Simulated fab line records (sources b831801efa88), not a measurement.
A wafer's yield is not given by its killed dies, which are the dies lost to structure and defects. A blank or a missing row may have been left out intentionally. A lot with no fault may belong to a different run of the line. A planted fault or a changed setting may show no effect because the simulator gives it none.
A lot that was struck, set against a sound lot || flow gf180mcu || 14 steps out of a route of 602
Sound: wafers L817.2, L817.3, L817.5. Wafers L818.1, L818.3, L818.4 were the ones struck. Last of all comes the cause.
Each step with rows lists, per side, the tool, then ch with its chambers, then its first start. Under that, the readings that differ: sound wafers || struck wafers || difference of the means || sigmas: that difference in standard deviations of wafers without a fault.
alike: readings with means less than 2 such deviations apart, plus words and numbers identical on both sides. not compared: withheld readings, readings lacking a value on some wafer, bounds such as >300 that could conceal the same value, and numbers that have no deviation in the record and whose values overlap.
The two part at a step that has a row with sigmas, a row that says differs or no value, or rows on one side only. Non-overlapping numbers with no deviation appear without sigmas and do not part them. Lack of a reading on every wafer of one side parts them only where that side has two or more wafers.

first, 5 steps without rows for these wafers: GF_V3_STRIP_18 (strips in O2/N2); GF_V3_STRIP_19 (strips in post etch residue remover, time 1200 s); GF_V3_CLEAN_20 (cleans in DIW); GF_V3_SPUTTER_21 (material Ti, target thk 15 nm, time 80.02 s); GF_V3_SPUTTER_22 (material TiN, target thk 10 nm, time 40 s).
GF_V3_CVD_23: deposits W, target thk 350 nm, time 104.9 s.
  sound on cvd-w-01 ch 0,1, day 25 01:30; struck on cvd-w-01 ch 0,1, day 25 15:36
  alike: heater-power-w
GF_V3_RS_MEAS_24: measures by four-point-probe.
  sound: film-metro-02 at day 25 01:38; struck: film-metro-04 at day 25 15:43
  alike: V3_W_RS
GF_V3_THK_MEAS_25: measures by xrf.
  sound: film-metro-02 at day 25 01:44; struck: film-metro-04 at day 25 15:50
  alike: V3_W_THK
GF_V3_CMP_26: polishes, stops on SiO2, t overpolish 15 s, target thk 0 nm.
  sound on cmp-01 ch 0,3, day 25 01:47; struck on cmp-02 ch 0,1,3, day 25 15:53
  alike: motor-current-A, overpolish-run-s, time-to-endpoint-s
GF_M4_SPUTTER_00: material Ti, target thk 37.5 nm, time 150 s.
  sound: pvd-sputter-04 at day 25 02:05; struck: pvd-sputter-02 at day 25 16:11
  alike: cathode-dc-power-W, chamber-pressure-pa, substrate-temp-c, throttle-valve-pct
GF_M4_SPUTTER_01: material TiN, target thk 30 nm, time 25 s.
  sound: pvd-sputter-04 at day 25 02:11; struck: pvd-sputter-02 at day 25 16:17
  alike: cathode-dc-power-W, chamber-pressure-pa, throttle-valve-pct
GF_M4_SPUTTER_02: material AlCu, target thk 450 nm, time 23.9 s.
  sound: pvd-sputter-04 at day 25 02:13; struck: pvd-sputter-02 at day 25 16:19
  alike: cathode-dc-power-W, chamber-pressure-pa, throttle-valve-pct
GF_M4_SPUTTER_03: material Ti, target thk 10 nm, time 6.7 s.
  sound: pvd-sputter-04 at day 25 02:15; struck: pvd-sputter-02 at day 25 16:21
  no value came back on the struck wafers for cathode-dc-power-W (W), chamber-pressure-pa (Pa), substrate-temp-c (C), throttle-valve-pct (%); on the sound wafers cathode-dc-power-W (W) reads 3000.6 2998.9 3000.6
then, 1 step without rows for these wafers: GF_M4_SPUTTER_04 (material TiN, target thk 50 nm, time 41.7 s).

WHERE THEY PART
Only at GF_M4_SPUTTER_03, as far as this record shows.

WHY: what the simulator had put in
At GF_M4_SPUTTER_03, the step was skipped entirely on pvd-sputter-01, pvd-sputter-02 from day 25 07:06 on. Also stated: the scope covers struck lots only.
